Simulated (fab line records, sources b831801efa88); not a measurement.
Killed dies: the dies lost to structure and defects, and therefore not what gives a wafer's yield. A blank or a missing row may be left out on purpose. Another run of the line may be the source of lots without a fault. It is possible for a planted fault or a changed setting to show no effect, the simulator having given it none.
8D (eight disciplines) problem report, filled in by code :: flow sky130 :: the parts of the form that need people (team, actions taken, sign-off) are left out

== 1. WHAT IS WRONG ==
LI_CONTACT_W_RS at SKY_LI_CONTACT_RS_MEAS_22 reads a mean of 0.3080 ohm/sq on 6 wafers of 2 lots; wafers without a fault read 0.2860 ohm/sq with a standard deviation of 0.0027. That puts it +8.1 standard deviations away from the usual mean.
The step: measures by four-point-probe.
First observed at day 31 19:11: wafer L247.1, on filmMetro-04. Wafers with a number at this step in the record: 30, from 10 lots. Rule for "out" (also "out of limits"): further than 4 standard deviations from the usual mean. The rest of the wafers with a number are treated as sound.

== 2. WHAT IT IS, WHAT IT ISN'T ==
question: which readings at this step
is: LI_CONTACT_W_RS
is not: -

question: which lots
is: L247, L251
is not: L243, L253, L255, L258, L259, L261, L263, L264

question: which wafers of those lots
is: all that have a number
is not: -

question: read on which gauges
is: filmMetro-02, filmMetro-04
is not: filmMetro-03

question: when
is: from day 31 19:11
is not: up to then (3 sound wafers); but 21 sound wafers of L253, L255, L258, L259, L261, L263, L264 came after

== 3. WHAT RULES OUT EACH SUSPECT ==
Counting: any tool at a process step up to the reading is kept as a suspect provided that every lot that is out went through it and no sound lot did after the first of them.
- the gauge at SKY_LI_CONTACT_RS_MEAS_22: ruled out. Those wafers that are out were read across 2 gauges (filmMetro-02, filmMetro-04).
- cvdW-01 at SKY_LI_CONTACT_CVD_21 (deposits W, target thk 400 nm, time 120.56 s): ruled out as a lasting fault. Sound lots L255 ran on it after its first lot that is out, L247 (day 31 19:04).
Left after counting: nothing in the record.

== 4. THE CAUSE (what the simulator had put in) ==
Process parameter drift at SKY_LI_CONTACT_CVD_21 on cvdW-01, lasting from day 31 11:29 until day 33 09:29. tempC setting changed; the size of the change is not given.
It was ruled out by counting, in error; the rule expects a fault to strike all lots run on its tool from its start on, and this fault did not.

== 5. THE EFFECT CHAIN, in route order ==
One row per reading whose mean, taken over the struck wafers that have a number, lies over 3 standard deviations from the usual. Only readings whose record carries a usual standard deviation are examined. hours: median over the lots of the time between each lot's start at the first step of this table that gives one and its start at this step. sigmas: the change, counted in usual standard deviations.
hours: 0
step: SKY_LI_CONTACT_CVD_21
reading: susceptorTempC
usual: 400.00 C
on struck wafers: 395.60
change: -4.40
sigmas: -20

hours: 0
step: SKY_LI_CONTACT_RS_MEAS_22
reading: LI_CONTACT_W_RS
usual: 0.2860 ohm/sq
on struck wafers: 0.3080
change: +0.0220
sigmas: +8.1

hours: 0
step: SKY_LI_CONTACT_THK_MEAS_23
reading: LI_CONTACT_W_THK
usual: 404 nm
on struck wafers: 374
change: -30
sigmas: -6.1
It contains these process steps:
- SKY_LI_CONTACT_CVD_21: deposits W, target thk 400 nm, time 120.56 s.

== 6. HOW IT WOULD HAVE BEEN CAUGHT EARLIER ==
Counted from the fault's start at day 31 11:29, it took 8 hours until the first out-of-limits reading at a measuring or inspecting step in this record, taken at day 31 19:11.
Tool's own readings at SKY_LI_CONTACT_CVD_21, susceptorTempC: out on all struck wafers the step has rows for; an alarm limit on them would have tripped on the first.
